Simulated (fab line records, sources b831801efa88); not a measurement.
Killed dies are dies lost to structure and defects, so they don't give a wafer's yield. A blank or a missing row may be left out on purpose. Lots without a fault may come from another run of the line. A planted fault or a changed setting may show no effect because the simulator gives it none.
Which tool did it? | flow sky130 | 14 lots, 42 wafers sampled, at 7 steps of a route of 708

WHAT THE GAUGES READ, wafer by wafer
SKY_LDD_HVP_TW_MEAS_10. Usual: LDD_HVP_TW 454.7, standard deviation 2.6.
lot  | measured     | on            | LDD_HVP_TW        | flag
L530 | day 21 06:14 | film_metro-04 | 456.7 459.2 459.7 |
L532 | day 22 00:05 | film_metro-03 | 451.9 450.2 453.0 |
L533 | day 23 02:37 | film_metro-04 | 455.3 455.2 455.8 |
L534 | day 23 04:59 | film_metro-03 | 455.0 454.7 455.9 |
L535 | day 23 09:31 | film_metro-03 | 454.7 454.0 454.7 |
L536 | day 23 20:15 | film_metro-03 | 452.7 453.8 453.6 |
L539 | day 25 08:49 | film_metro-03 | 452.8 451.5 454.4 |
L538 | day 25 09:44 | film_metro-02 | 457.9 458.7 458.6 |
L546 | day 27 09:23 | film_metro-03 | 452.5 448.7 449.5 |
L548 | day 27 19:56 | film_metro-02 | 456.8 454.4 457.1 |
L547 | day 27 21:43 | film_metro-03 | 454.9 452.7 451.7 |
L549 | day 28 12:04 | film_metro-03 | 456.0 452.2 452.9 |
L550 | day 28 12:54 | film_metro-03 | 452.9 453.6 453.4 |
L553 | day 29 12:49 | film_metro-03 | 459.4 457.9 458.5 |

SKY_LDD_LDN_TW_MEAS_13. Usual: LDD_LDN_TW 1476, standard deviation 7.9.
lot  | measured     | on            | LDD_LDN_TW     | flag
L530 | day 22 14:00 | film_metro-03 | 1465 1457 1465 |
L532 | day 23 07:13 | film_metro-03 | 1468 1467 1467 |
L533 | day 24 09:03 | film_metro-02 | 1474 1481 1474 |
L534 | day 24 11:16 | film_metro-02 | 1473 1480 1482 |
L535 | day 24 15:36 | film_metro-03 | 1465 1464 1463 |
L536 | day 25 02:54 | film_metro-01 | 1484 1472 1478 |
L539 | day 26 14:26 | film_metro-01 | 1477 1479 1488 |
L538 | day 26 15:59 | film_metro-02 | 1480 1479 1477 |
L546 | day 28 14:35 | film_metro-03 | 1475 1469 1465 |
L548 | day 29 00:44 | film_metro-01 | 1481 1479 1476 |
L547 | day 29 03:00 | film_metro-03 | 1483 1486 1482 |
L549 | day 29 16:20 | film_metro-02 | 1473 1472 1482 |
L550 | day 29 18:09 | film_metro-02 | 1474 1474 1478 |
L553 | day 30 16:12 | film_metro-03 | 1478 1470 1472 |

SKY_SD_N_CD_MEAS_07: target cd 380 nm. Usual: cd_nm 380.0 nm, standard deviation 2.2.
lot  | measured     | on        | cd_nm (nm)        | flag
L530 | day 27 14:01 | cd_sem-02 | 380.6 380.1 379.2 |
L532 | day 28 07:20 | cd_sem-01 | 380.6 382.1 383.9 |
L533 | day 29 05:43 | cd_sem-02 | 379.2 380.0 381.2 |
L534 | day 29 07:06 | cd_sem-01 | 375.8 378.0 377.7 |
L535 | day 29 11:55 | cd_sem-01 | 384.7 382.9 384.3 |
L536 | day 29 20:19 | cd_sem-01 | 383.1 379.6 381.2 |
L539 | day 31 10:32 | cd_sem-02 | 378.7 375.8 378.9 |
L538 | day 31 10:26 | cd_sem-02 | 379.6 381.0 380.2 |
L546 | day 33 13:16 | cd_sem-01 | 381.3 383.6 377.0 |
L548 | day 33 15:46 | cd_sem-01 | - 378.8 379.5     |
L547 | day 33 18:52 | cd_sem-01 | 381.3 - 383.9     |
L549 | day 34 07:28 | cd_sem-01 | 382.3 380.1 383.6 |
L550 | day 34 09:22 | cd_sem-01 | 378.2 377.2 380.3 |
L553 | day 35 05:10 | cd_sem-01 | 381.1 381.5 382.2 |

SKY_SD_N_OVL_MEAS_08. Usual: SD_N_OVL 0.8 nm, standard deviation 1.3.
lot  | measured     | on         | SD_N_OVL (nm)  | flag
L530 | day 27 14:08 | overlay-01 | 2.1 2.1 2.0    |
L532 | day 28 07:27 | overlay-01 | 1.8 3.6 2.3    |
L533 | day 29 05:50 | overlay-02 | 0.0 0.9 1.8    |
L534 | day 29 07:11 | overlay-02 | 1.1 0.3 0.7    |
L535 | day 29 12:02 | overlay-02 | 0.9 1.7 1.7    |
L536 | day 29 20:25 | overlay-02 | -1.4 -1.5 -1.3 |
L539 | day 31 10:39 | overlay-01 | -1.0 -0.2 -1.4 |
L538 | day 31 10:32 | overlay-02 | 3.0 1.8 2.3    |
L546 | day 33 13:22 | overlay-01 | -1.9 1.6 0.3   |
L548 | day 33 15:52 | overlay-02 | - 1.4 1.7      |
L547 | day 33 18:59 | overlay-02 | 0.3 - 2.3      |
L549 | day 34 07:35 | overlay-02 | 2.9 4.6 2.4    |
L550 | day 34 09:28 | overlay-01 | 2.6 2.8 1.4    |
L553 | day 35 05:17 | overlay-02 | 0.8 2.6 -0.2   |

WHICH TOOL RAN EACH LOT (tool, then ch and the chambers of the sampled wafers, then the start)
lot  | SKY_POLY_CUT_ETCH_10               | SKY_POLY_CUT_ETCH_11               | SKY_RES_XHIGH_STRIP_08
L530 | rie_diel-02 ch 0,1,3, day 23 21:43 | rie_diel-02 ch 0,1,3, day 23 21:46 | plasma_asher-02 ch 0,1, day 26 09:20
L532 | rie_diel-02 ch 1,3, day 24 16:16   | rie_diel-02 ch 1,3, day 24 16:19   | plasma_asher-02 ch 0,1, day 27 02:14
L533 | rie_diel-03 ch 0,1,3, day 25 16:01 | rie_diel-03 ch 0,1,3, day 25 16:04 | plasma_asher-04 ch 0,1, day 28 02:08
L534 | rie_diel-01 ch 0,2,3, day 25 17:52 | rie_diel-01 ch 0,2,3, day 25 17:55 | plasma_asher-02 ch 0,1, day 28 03:59
L535 | rie_diel-03 ch 0,1,2, day 25 22:41 | rie_diel-03 ch 0,1,2, day 25 22:43 | plasma_asher-02 ch 0,1, day 28 08:05
L536 | rie_diel-01 ch 0,1,3, day 26 08:29 | rie_diel-01 ch 0,1,3, day 26 08:31 | plasma_asher-04 ch 0,1, day 28 17:14
L539 | rie_diel-02 ch 0,2, day 27 22:53   | rie_diel-02 ch 0,2, day 27 22:55   | plasma_asher-04 ch 0,1, day 30 07:26
L538 | rie_diel-03 ch 1,2,3, day 27 22:32 | rie_diel-03 ch 1,2,3, day 27 22:34 | plasma_asher-02 ch 0,1, day 30 07:07
L546 | rie_diel-03 ch 0,1, day 30 03:55   | rie_diel-03 ch 0,1, day 30 03:58   | plasma_asher-03 ch 0,1, day 32 10:38
L548 | rie_diel-01 ch 0,3, day 30 06:50   | rie_diel-01 ch 0,3, day 30 06:52   | plasma_asher-02 ch 0,1, day 32 12:47
L547 | rie_diel-01 ch 0,3, day 30 09:52   | rie_diel-01 ch 0,3, day 30 09:55   | plasma_asher-03 ch 0,1, day 32 16:20
L549 | rie_diel-03 ch 0,1,2, day 30 22:47 | rie_diel-03 ch 0,1,2, day 30 22:49 | plasma_asher-03 ch 0,1, day 33 04:59
L550 | rie_diel-03 ch 0,1,3, day 31 00:26 | rie_diel-03 ch 0,1,3, day 31 00:29 | plasma_asher-03 ch 0,1, day 33 06:43
L553 | rie_diel-03 ch 0,2,3, day 31 21:53 | rie_diel-03 ch 0,2,3, day 31 21:55 | plasma_asher-02 ch 0,1, day 34 02:34
- SKY_POLY_CUT_ETCH_10: etches BARC in N2/H2, stops on SiO2, time 45.9 s, target depth 60 nm.
- SKY_POLY_CUT_ETCH_11: etches Si3N4 in CF4/CH2F2/Ar, stops on poly-Si, time 42.5 s, target depth 60 nm.
- SKY_RES_XHIGH_STRIP_08: strips in O2/N2.

WHAT THE TOOLS THEMSELVES READ (means of the sampled wafers that have a number; where no wafer has one, the mark that the record gives instead)
SKY_POLY_CUT_ETCH_10. Usual: drypump_motor_current_A 5.6 A, standard deviation 0.38; oes_product_au 0.855 a.u., standard deviation 0.0049; throttle_valve_pct 13.225 %, standard deviation 0.0089.
lot  | tool        | drypump_motor_current_A (A) | oes_product_au (a.u.) | throttle_valve_pct (%) | flag
L530 | rie_diel-02 | 5.5                         | 0.852                 | 13.221                 |
L532 | rie_diel-02 | 5.8                         | 0.852                 | 13.222                 |
L533 | rie_diel-03 | 5.5                         | 0.849                 | 13.232                 |
L534 | rie_diel-01 | 5.9                         | 0.853                 | 13.225                 |
L535 | rie_diel-03 | 5.7                         | 0.853                 | 13.225                 |
L536 | rie_diel-01 | 5.7                         | 0.861                 | 13.214                 |
L539 | rie_diel-02 | 5.4                         | 0.851                 | 13.221                 |
L538 | rie_diel-03 | 5.7                         | 0.852                 | 13.229                 |
L546 | rie_diel-03 | 5.5                         | 0.855                 | 13.237                 |
L548 | rie_diel-01 | 6.0                         | 0.810                 | 13.229                 | OFF
L547 | rie_diel-01 | 5.8                         | 0.809                 | 13.222                 | OFF
L549 | rie_diel-03 | 5.7                         | 0.859                 | 13.223                 |
L550 | rie_diel-03 | 5.5                         | 0.855                 | 13.229                 |
L553 | rie_diel-03 | 5.5                         | 0.856                 | 13.225                 |

SKY_POLY_CUT_ETCH_11. Usual: ch2f2_flow_sccm 20.01 sccm, standard deviation 0.058; drypump_motor_current_A 5.6 A, standard deviation 0.39; mfc_ar_sccm 150.0 sccm, standard deviation 0.48; oes_product_au 0.831 a.u., standard deviation 0.0063; throttle_valve_pct 14.995 %, standard deviation 0.0091.
lot  | tool        | ch2f2_flow_sccm (sccm) | drypump_motor_current_A (A) | mfc_ar_sccm (sccm) | oes_product_au (a.u.) | throttle_valve_pct (%) | flag
L530 | rie_diel-02 | 20.06                  | 5.4                         | 150.0              | 0.834                 | 15.005                 |
L532 | rie_diel-02 | 19.98                  | 5.7                         | 149.8              | 0.835                 | 14.996                 |
L533 | rie_diel-03 | 20.03                  | 5.5                         | 149.8              | 0.830                 | 14.998                 |
L534 | rie_diel-01 | 19.98                  | 5.8                         | 149.9              | 0.834                 | 15.000                 |
L535 | rie_diel-03 | 20.05                  | 5.7                         | 149.9              | 0.824                 | 14.992                 |
L536 | rie_diel-01 | 20.06                  | 5.7                         | 150.3              | 0.826                 | 14.994                 |
L539 | rie_diel-02 | 19.98                  | 5.4                         | 150.3              | 0.833                 | 14.997                 |
L538 | rie_diel-03 | 19.96                  | 5.7                         | 149.7              | 0.821                 | 14.998                 |
L546 | rie_diel-03 | 20.04                  | 5.5                         | 150.0              | 0.832                 | 14.998                 |
L548 | rie_diel-01 | 20.00                  | 6.0                         | 149.8              | 0.682                 | 14.974                 | OFF
L547 | rie_diel-01 | 20.05                  | 5.8                         | 149.9              | 0.675                 | 14.990                 | OFF
L549 | rie_diel-03 | 20.05                  | 5.7                         | 150.5              | 0.830                 | 14.991                 |
L550 | rie_diel-03 | 19.94                  | 5.5                         | 149.9              | 0.831                 | 15.002                 |
L553 | rie_diel-03 | 20.00                  | 5.5                         | 149.9              | 0.829                 | 14.998                 |

SKY_RES_XHIGH_STRIP_08. Usual: drypump_motor_current_A 5.5 A, standard deviation 0.58; oes_product_au 0.710 a.u., standard deviation 0.0046; strip_time_to_endpoint_s 14.28 s, standard deviation 0.042.
lot  | tool            | drypump_motor_current_A (A) | oes_product_au (a.u.) | strip_time_to_endpoint_s (s) | flag
L530 | plasma_asher-02 | 5.9                         | 0.713                 | 14.27                        |
L532 | plasma_asher-02 | 6.1                         | 0.711                 | 14.31                        |
L533 | plasma_asher-04 | 4.8                         | 0.710                 | 14.32                        |
L534 | plasma_asher-02 | 6.1                         | 0.713                 | 14.29                        |
L535 | plasma_asher-02 | 5.9                         | 0.714                 | 14.31                        |
L536 | plasma_asher-04 | 4.9                         | 0.711                 | 14.30                        |
L539 | plasma_asher-04 | 4.8                         | 0.712                 | 14.21                        |
L538 | plasma_asher-02 | 5.9                         | 0.705                 | 14.32                        |
L546 | plasma_asher-03 | 5.3                         | 0.708                 | 14.24                        |
L548 | plasma_asher-02 | 6.1                         | 0.715                 | 14.27                        |
L547 | plasma_asher-03 | 5.3                         | 0.712                 | 14.23                        |
L549 | plasma_asher-03 | 5.7                         | 0.708                 | 14.29                        |
L550 | plasma_asher-03 | 5.4                         | 0.716                 | 14.26                        |
L553 | plasma_asher-02 | 6.1                         | 0.714                 | 14.23                        |

THE ANSWER, worked out from the rows above alone
Rule: a lot is off if the mean of its wafers that have a number lies more than 3 standard deviations from the usual mean. A lot without any number at a reading at which 4 lots or more have one is off too. The other lots that the step has rows for count as sound. The gauges are gone through in route order, then the tools' own readings, and for those a lot's mean is taken as printed above. The first step at which some lot is off is used, and at that step the reading that is off furthest; a lot without a number counts as furthest.
Off: L548, L547, at SKY_POLY_CUT_ETCH_10 (oes_product_au).
A tool fits if, at that step or a process step before it, it ran every lot that is off, and no sound lot after the first of them. One fits: rie_diel-01 at SKY_POLY_CUT_ETCH_10. Its last sound lot is L536 (day 26 08:29), its first lot that is off L548 (day 30 06:50): a fault that began between those two fits.
The tool's own readings at SKY_POLY_CUT_ETCH_10 bear it out: on the lots that are off they differ by more than 5 times the standard deviation of the sound lots' means. oes_product_au reads 0.810 a.u. there against 0.854 a.u. on the sound lots.

WHAT THE SIMULATOR HAD PUT IN
Process parameter drift: rie_diel-01, from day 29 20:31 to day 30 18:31, at SKY_POLY_CUT_ETCH_10. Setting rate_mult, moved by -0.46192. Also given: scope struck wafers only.
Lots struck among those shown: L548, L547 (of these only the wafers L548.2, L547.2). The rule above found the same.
